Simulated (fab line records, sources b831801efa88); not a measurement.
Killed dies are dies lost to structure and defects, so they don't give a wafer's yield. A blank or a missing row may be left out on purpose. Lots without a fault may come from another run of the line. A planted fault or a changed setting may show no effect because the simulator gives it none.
A struck lot beside a sound one | flow sky130 | 19 steps out of a route of 708
Sound: wafers L624.2, L624.5, L624.6. Struck: wafers L631.2, L631.5, L631.6. The cause comes at the end.
At each step with rows: each side's tool, then ch and its chambers, then its first start. Under that, the readings that differ: sound wafers | struck wafers | difference of the means | sigmas: that difference in standard deviations of wafers without a fault.
alike: readings whose means differ by less than 2 such deviations, and words and numbers that are the same on both sides. not compared: withheld readings, readings that some wafer has no value for, bounds like >300 that may hide the same value, and numbers for which the record gives no deviation and whose values overlap.
The two part at a step that has a row with sigmas, a row that says differs or no value, or rows on one side only. Numbers that don't overlap but have no deviation are shown without sigmas and don't part them. A reading that every wafer of one side lacks parts them only if that side has two wafers or more.

first, 4 steps without rows for these wafers: SKY_VT_ADJUST_LVTN_SOFTBAKE_14 (time 60 s); SKY_VT_ADJUST_LVTN_EXPOSE_15 (exposes mask HVN STD DERIVED, target cd 600 nm); SKY_VT_ADJUST_LVTN_PEB_16; SKY_VT_ADJUST_LVTN_DEVELOP_17 (develop time 60 s).
SKY_VT_ADJUST_LVTN_OVL_MEAS_18:
  sound on overlay-01, day 7 17:37; struck on overlay-02, day 9 17:01
  reading                    | sound          | struck         | difference | sigmas
  VT_ADJUST_LVTN_01_OVL (nm) | -4.0 -5.0 -4.4 | -0.2 -0.8 -2.1 | +3.4       | +2
then, 1 step without rows for these wafers: SKY_VT_ADJUST_LVTN_IMPLANT_19.
SKY_VT_ADJUST_LVTN_STRIP_20: strips in O2/N2.
  sound on plasma_asher-02 ch 0,1, day 7 17:47; struck on plasma_asher-04 ch 0,1, day 9 17:11
  alike: drypump_motor_current_A, o2_flow_sccm, oes_product_au, strip_time_to_endpoint_s
  not compared: rf_hours_counter_h
SKY_VT_ADJUST_LVTN_TW_MEAS_21:
  sound on film_metro-01, day 7 17:54; struck on film_metro-01, day 9 17:18
  alike: VT_ADJUST_LVTN_2_TW
then, 4 steps without rows for these wafers: SKY_VT_ADJUST_NCORE_DEHYDRATE_00 (time 60 s); SKY_VT_ADJUST_NCORE_HMDS_01 (prime time 60 s); SKY_VT_ADJUST_NCORE_COAT_02 (resist thk 1140 nm); SKY_VT_ADJUST_NCORE_SOFTBAKE_03 (time 60 s).
SKY_VT_ADJUST_NCORE_EXPOSE_04: exposes mask LVTN COMPLEMENT THIN, target cd 380 nm.
  sound on iline_stepper-01 ch 0, day 8 04:16; struck on iline_stepper-02 ch 0, day 10 03:56
  reading                                 | sound                | struck            | difference | sigmas
  model.VT_ADJUST_NCORE.overlay_x_nm (nm) | 0.3339 0.3339 0.3339 | 134.9 134.9 134.9 | +134.6     |
  alike: mask
then, 2 steps without rows for these wafers: SKY_VT_ADJUST_NCORE_PEB_05; SKY_VT_ADJUST_NCORE_DEVELOP_06 (develop time 60 s).
SKY_VT_ADJUST_NCORE_CD_MEAS_07: target cd 380 nm.
  sound on cd_sem-01, day 8 14:27; struck on cd_sem-01, day 10 14:33
  alike: cd_nm
SKY_VT_ADJUST_NCORE_OVL_MEAS_08:
  sound on overlay-02, day 8 14:34; struck on overlay-02, day 10 14:40
  reading                  | sound         | struck            | difference | sigmas
  VT_ADJUST_NCORE_OVL (nm) | -1.4 1.2 -1.3 | 133.0 133.9 134.0 | +134.1     | +99 or more
then, 1 step without rows for these wafers: SKY_VT_ADJUST_NCORE_IMPLANT_09.
-- the record jumps here: 37 days lie between the struck wafers' starts before and after (it left off in module VT_ADJUST_NCORE and takes up again in module PAD_OPEN, whose first step shown is number 708 of the route) --
SKY_PAD_OPEN_PROBE_99:
  sound on prober-02, day 45 17:05; struck on prober-01, day 47 12:46
  reading                                   | sound                | struck               | difference | sigmas
  model.etest.sram_nfet_pass.drive_ua_um    | 462.4 470.4 472.2    | 524.7 511.7 503.1    | +44.8      |
  model.etest.sram_nfet_pass.off_log10_a_um | -12.96 -13.06 -12.89 | -12.29 -12.45 -12.51 | +0.55      |
  model.etest.sram_nfet_pass.vt_sat_v (V)   | 0.5919 0.5918 0.5864 | 0.5258 0.5253 0.54   | -0.0597    |
  model.etest.sram_nfet_pass.vt_v (V)       | 0.6908 0.6936 0.6881 | 0.6351 0.6351 0.6465 | -0.0519    |
  alike: killed_at_M0_to_M3, killed_at_M4_up, killed_at_contacts, killed_at_front_end, killed_at_other, killed_dies, killed_on_rim, killed_open, killed_short

WHERE THEY PART
First at SKY_VT_ADJUST_LVTN_OVL_MEAS_18; last, within this record, at SKY_VT_ADJUST_NCORE_OVL_MEAS_08. Later steps at which nothing parts them and some readings are alike: SKY_PAD_OPEN_PROBE_99.

WHY: what the simulator had put in
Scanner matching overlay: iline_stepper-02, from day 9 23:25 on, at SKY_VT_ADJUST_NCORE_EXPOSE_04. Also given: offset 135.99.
